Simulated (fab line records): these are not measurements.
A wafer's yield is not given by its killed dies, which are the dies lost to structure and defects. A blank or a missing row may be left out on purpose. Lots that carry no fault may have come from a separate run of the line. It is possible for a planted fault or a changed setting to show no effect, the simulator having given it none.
Which tool did it? + flow gf180mcu + 7 lots, 21 wafers sampled, at 2 steps of a route of 602

== WHAT THE GAUGES READ, wafer by wafer ==
GF_SAB_THK_MEAS_01.
| lot  | measured     | on           | SAB_CVD_00_THK (nm) |
|------|--------------|--------------|---------------------|
| L825 | day 16 17:18 | filmMetro-01 | 48.5 50.0 49.7      |
| L827 | day 17 06:33 | filmMetro-02 | 48.4 50.1 49.5      |
| L835 | day 20 01:49 | filmMetro-02 | 49.2 51.2 50.5      |
| L837 | day 20 23:23 | filmMetro-01 | 49.6 49.4 50.2      |
| L840 | day 21 23:31 | filmMetro-02 | 50.6 49.5 50.6      |
| L844 | day 23 01:01 | filmMetro-01 | 49.3 50.7 51.3      |
| L846 | day 23 14:43 | filmMetro-02 | 49.6 50.3 51.3      |

== WHICH TOOL RAN EACH LOT (tool, then ch and the chambers of the sampled wafers, then the start) ==
| lot  | GF_SAB_CVD_00                   |
|------|---------------------------------|
| L825 | pecvd-03 ch 0,1, day 16 17:16   |
| L827 | pecvd-03 ch 0,1, day 17 06:31   |
| L835 | pecvd-03 ch 0,1, day 20 01:47   |
| L837 | pecvd-02 ch 0,2, day 20 23:22   |
| L840 | pecvd-03 ch 0,2, day 21 23:30   |
| L844 | pecvd-03 ch 0,2, day 23 01:00   |
| L846 | pecvd-03 ch 0,1,2, day 23 14:41 |
- GF_SAB_CVD_00: deposits SiO2 from TEOS, target thk 50 nm, time 4.9302 s.

== THE ANSWER, worked out from the rows above alone ==
Rule: what is usual is taken from the lots themselves. The widest of any qualifying gaps counts: lots, ordered by their means at a reading, are off when they make up no more than a third of the lots, leave a main group of 4 or more, and stand apart from it by 3 or more times the standard deviation of that group's means. The tables above print the reading to a certain number of digits; a main group whose means all agree to those digits is not used. Also off: a lot with no number at a reading for which 4 or more lots have one. Where the step has rows for the other lots, those lots are counted as sound.
Nothing can be told from this: no lot is off at any reading shown.

== WHAT HAD BEEN PUT IN BY THE SIMULATOR ==
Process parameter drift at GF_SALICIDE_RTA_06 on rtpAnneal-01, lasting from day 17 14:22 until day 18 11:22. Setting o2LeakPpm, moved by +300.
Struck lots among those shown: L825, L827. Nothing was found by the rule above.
